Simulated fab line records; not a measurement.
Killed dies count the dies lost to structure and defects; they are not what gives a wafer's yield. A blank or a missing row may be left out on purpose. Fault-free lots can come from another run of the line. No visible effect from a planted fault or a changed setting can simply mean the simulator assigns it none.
A struck lot beside a sound one :: flow sky130 :: 35 steps out of a route of 708
Sound: the wafers L287.2, L287.3, L287.6. Wafers L282.1, L282.4, L282.6 were the ones struck. At the end, the cause is stated.
At each step with rows: each side's tool, then ch and its chambers, then its first start. Under that, the readings that differ: sound wafers :: struck wafers :: difference of the means :: sigmas: that difference in standard deviations of wafers without a fault.
alike: readings with means less than 2 such deviations apart, plus words and numbers identical on both sides. not compared: withheld readings, readings lacking a value on some wafer, bounds such as >300 that could conceal the same value, and numbers that have no deviation in the record and whose values overlap.
Wherever a step has rows on one side only, a row that says differs or no value, or a row with sigmas, the two part there. Numbers that don't overlap but have no deviation are shown without sigmas and don't part them. A reading that every wafer of one side lacks parts them only if that side has two wafers or more.

SKY_SD_P_CD_MEAS_07: target cd 380 nm.
  struck on cdSem-01, day 28 10:08; sound on cdSem-01, day 29 23:26
  alike: cdNm
SKY_SD_P_OVL_MEAS_08:
  struck on overlay-01, day 28 10:15; sound on overlay-02, day 29 23:32
  alike: SD_P_OVL
next, for these wafers, 1 step has no rows: SKY_SD_P_IMPLANT_09.
SKY_SD_P_STRIP_10: strips in O2/N2.
  sound on plasmaAsher-02 ch 0,1, day 29 23:43; struck on plasmaAsher-04 ch 0, day 28 10:26
  alike: drypumpMotorCurrentA, oesProductAu, stripTimeToEndpointS
  not compared: rfHoursCounterH
SKY_SD_P_TW_MEAS_11:
  struck on filmMetro-04, day 28 10:32; sound on filmMetro-02, day 29 23:50
  alike: SD_P_TW
then, 7 steps without rows for these wafers: SKY_RES_XHIGH_DEHYDRATE_00 (time 60 s); SKY_RES_XHIGH_HMDS_01 (prime time 60 s); SKY_RES_XHIGH_COAT_02 (resist thk 1140 nm); SKY_RES_XHIGH_SOFTBAKE_03 (time 60 s); SKY_RES_XHIGH_EXPOSE_04 (exposes mask URPM, target cd 1270 nm); SKY_RES_XHIGH_PEB_05; SKY_RES_XHIGH_DEVELOP_06 (develop time 60 s).
SKY_RES_XHIGH_IMPLANT_07:
  sound on implanter-02 ch 0, day 31 03:41; struck on implanter-01 ch 0, day 29 14:34
reading: beamOnS (s)
sound: 37.5 37.8 36.1
struck: 70.7 70.4 69.5
difference: +33.1
sigmas: +21

reading: doseIonsCm2
sound: 3.6e+14 3.6e+14 3.597e+14
struck: 6.35e+14 6.352e+14 6.354e+14
difference: +2.75e+14
sigmas: +99 or more
  alike: endStationPressureTorr
SKY_RES_XHIGH_STRIP_08: strips in O2/N2.
  sound on plasmaAsher-04 ch 0,1, day 31 03:49; struck on plasmaAsher-03 ch 0,1, day 29 14:43
reading: oesProductAu (a.u.)
sound: 0.705 0.712 0.713
struck: 0.692 0.690 0.692
difference: -0.019
sigmas: -4

reading: stripTimeToEndpointS (s)
sound: 14.27 14.22 14.25
struck: 14.83 14.85 14.80
difference: +0.58
sigmas: +13
  alike: drypumpMotorCurrentA
  not compared: rfHoursCounterH
SKY_RES_XHIGH_TW_MEAS_09:
  struck on filmMetro-02, day 29 14:49; sound on filmMetro-02, day 31 03:55
reading: RES_XHIGH_TW
sound: 1617 1621 1626
struck: 1915 1912 1903
difference: +289
sigmas: +14
then, 7 steps without rows for these wafers: SKY_SD_N_DEHYDRATE_00 (time 60 s); SKY_SD_N_HMDS_01 (prime time 60 s); SKY_SD_N_COAT_02 (resist thk 1140 nm); SKY_SD_N_SOFTBAKE_03 (time 60 s); SKY_SD_N_EXPOSE_04 (exposes mask NSDM, target cd 380 nm); SKY_SD_N_PEB_05; SKY_SD_N_DEVELOP_06 (develop time 60 s).
SKY_SD_N_CD_MEAS_07: target cd 380 nm.
  struck on cdSem-01, day 30 19:32; sound on cdSem-02, day 32 07:55
  alike: cdNm
SKY_SD_N_OVL_MEAS_08:
  struck on overlay-01, day 30 19:39; sound on overlay-01, day 32 08:01
  alike: SD_N_OVL
then, 2 steps without rows for these wafers: SKY_SD_N_IMPLANT_09; SKY_SD_N_IMPLANT_10.
SKY_SD_N_STRIP_11: strips in O2/N2.
  sound on plasmaAsher-04 ch 0,1, day 32 08:20; struck on plasmaAsher-01 ch 0,1, day 30 19:59
  alike: drypumpMotorCurrentA, oesProductAu, stripTimeToEndpointS
  not compared: rfHoursCounterH
SKY_SD_N_TW_MEAS_12:
  struck on filmMetro-04, day 30 20:05; sound on filmMetro-01, day 32 08:27
  alike: SD_N_TW
then, 1 step without rows for these wafers: SKY_SD_N_CLEAN_13 (cleans in SC1/SC2, time 150 s).
SKY_SD_N_RTA_14: time 2 s.
  sound on rtpAnneal-01 ch 0, day 32 08:34; struck on rtpAnneal-01 ch 0, day 30 20:12
  alike: lampPowerPct, wafer_temp_C_max
SKY_SD_N_RS_MEAS_16: a four-point-probe measurement.
  struck on filmMetro-04, day 30 20:22; sound on filmMetro-01, day 32 08:44
  alike: SD_N_RS
SKY_SD_N_RS_MEAS_17: a four-point-probe measurement.
  struck on filmMetro-04, day 30 20:29; sound on filmMetro-01, day 32 08:52
  alike: SD_P_RS
SKY_SD_N_RS_MEAS_18: a four-point-probe measurement.
  struck on filmMetro-04, day 30 20:37; sound on filmMetro-01, day 32 08:59
reading: RES_XHIGH_RS (ohm/sq)
sound: 334.8 333.9 334.4
struck: 219.3 219.0 218.9
difference: -115.3
sigmas: -89
then, 1 step without rows for these wafers: SKY_SALICIDE_CLEAN_00 (cleans in HF-last, time 30 s).
-- the record jumps here: 17 days lie between the struck wafers' starts before and after (it left off in module SALICIDE and takes up again in module PAD_OPEN, whose first step shown is number 708 of the route) --
SKY_PAD_OPEN_PROBE_99:
  struck on prober-02, day 48 02:05; sound on prober-01, day 49 02:14
reading: model.etest.resXhighPo.lineOhmUm
sound: 5601 5526 5676
struck: 2328 2275 2314
difference: -3295
sigmas: 

reading: model.etest.resXhighPo.rsOhmSq
sound: 1929 1948 1957
struck: 813.2 777.9 796.6
difference: -1148.8
sigmas: 
  alike: killed_at_M0_to_M3, killed_at_M4_up, killedAtContacts, killedAtFrontEnd, killedAtOther, killedDies, killedOpen, killedShort

WHERE THEY PART
Earliest at SKY_RES_XHIGH_IMPLANT_07; latest, in this record, at SKY_SD_N_RS_MEAS_18. Later steps at which nothing parts them and some readings are alike: SKY_PAD_OPEN_PROBE_99.

WHY: what the simulator had put in
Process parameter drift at SKY_RES_XHIGH_IMPLANT_07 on implanter-01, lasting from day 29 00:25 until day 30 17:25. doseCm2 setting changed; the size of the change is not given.
